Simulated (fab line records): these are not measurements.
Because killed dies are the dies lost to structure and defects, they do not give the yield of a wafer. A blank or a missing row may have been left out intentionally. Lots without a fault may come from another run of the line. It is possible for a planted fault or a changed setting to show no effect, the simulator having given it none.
One fault seen from 2 desks / flow gf180mcu / each desk holds nothing but its own numbers, with what lay behind them at the end

== DESK OF THE TOOL OWNER: pvdSputter-02 ==
The tool's own readings at GF_MIM_SPUTTER_08 (material AlCu, target thk 200 nm, time 10.6 s): means of the sampled wafers that have a number, for each lot that ran on this tool. A lot is out of limits, marked OUT, if its mean lies more than 4 standard deviations from the usual mean; the brackets give that distance.
Columns: A = throttleValvePct at GF_MIM_SPUTTER_08, usual 29.6 %
lot=L468; first seen here=day 25 02:23; A=29.5
lot=L470; first seen here=day 25 19:07; A=28.8
lot=L471; first seen here=day 26 04:20; A=28.8
lot=L472; first seen here=day 26 12:08; A=29.2
lot=L480; first seen here=day 29 01:25; A=28.9
lot=L482; first seen here=day 29 12:43; A=28.8
lot=L483; first seen here=day 29 22:02; A=29.6
lot=L488; first seen here=day 31 01:28; A=28.6
This desk's verdict: no lot among the 8 shows anything out of limits.

== METROLOGY DESK ==
What the gauges read, lot by lot, whatever tool the lot ran on: means of the sampled wafers that have a number. A lot is out of limits, marked OUT, if its mean lies more than 4 standard deviations from the usual mean; the brackets give that distance.
Columns: A = M4_OVL at GF_M4_OVL_MEAS_15, usual 0 nm; B = MIM_ALCU_RS at GF_MIM_RS_MEAS_10, usual 0.1605 ohm/sq; C = MIM_ALCU_THK at GF_MIM_THK_MEAS_11, usual 199.7 nm
lot=L468; first seen here=day 24 01:19; A=-1; B=0.1604; C=199.4
lot=L470; first seen here=day 24 18:31; A=-7; B=0.2021 (+20) OUT; C=164.5 (-13) OUT
lot=L471; first seen here=day 25 03:59; A=1; B=0.1811 (+9.8) OUT; C=182.3 (-6.5) OUT
lot=L472; first seen here=day 25 11:40; A=-7; B=0.1814 (+10) OUT; C=182.1 (-6.5) OUT
lot=L480; first seen here=day 28 03:04; A=-6; B=0.1618; C=198.0
lot=L481; first seen here=day 28 10:52; A=3; B=0.1611; C=199.2
lot=L482; first seen here=day 28 14:42; A=-2; B=0.1626; C=196.2
lot=L483; first seen here=day 28 22:10; A=9; B=0.1618; C=198.0
lot=L486; first seen here=day 29 17:16; A=1; B=0.1596; C=202.0
lot=L488; first seen here=day 30 03:50; A=7; B=0.1583; C=201.8
This desk finds L470, L471, L472 out of limits, with the earliest case on L470 at day 25 19:10 (MIM_ALCU_RS at GF_MIM_RS_MEAS_10). Within limits: L468, L480, L481, L482, L483, L486, L488.

== PUT TOGETHER ==
On L470, L471, L472, the metrology desk was in a position to raise an alarm at day 25 19:10.
The tool owner's desk saw nothing out of limits.
Tool owner's desk: L470, L471, L472 on record, inside its limits.
Of the lots named, all ran GF_MIM_SPUTTER_08 on pvdSputter-02.

== WHAT THE SIMULATOR PUT IN ==
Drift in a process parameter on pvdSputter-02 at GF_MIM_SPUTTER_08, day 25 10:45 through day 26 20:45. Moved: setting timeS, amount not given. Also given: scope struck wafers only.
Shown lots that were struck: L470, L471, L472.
Hours from the fault's start to each desk's first reading out of limits: the metrology desk, 8.
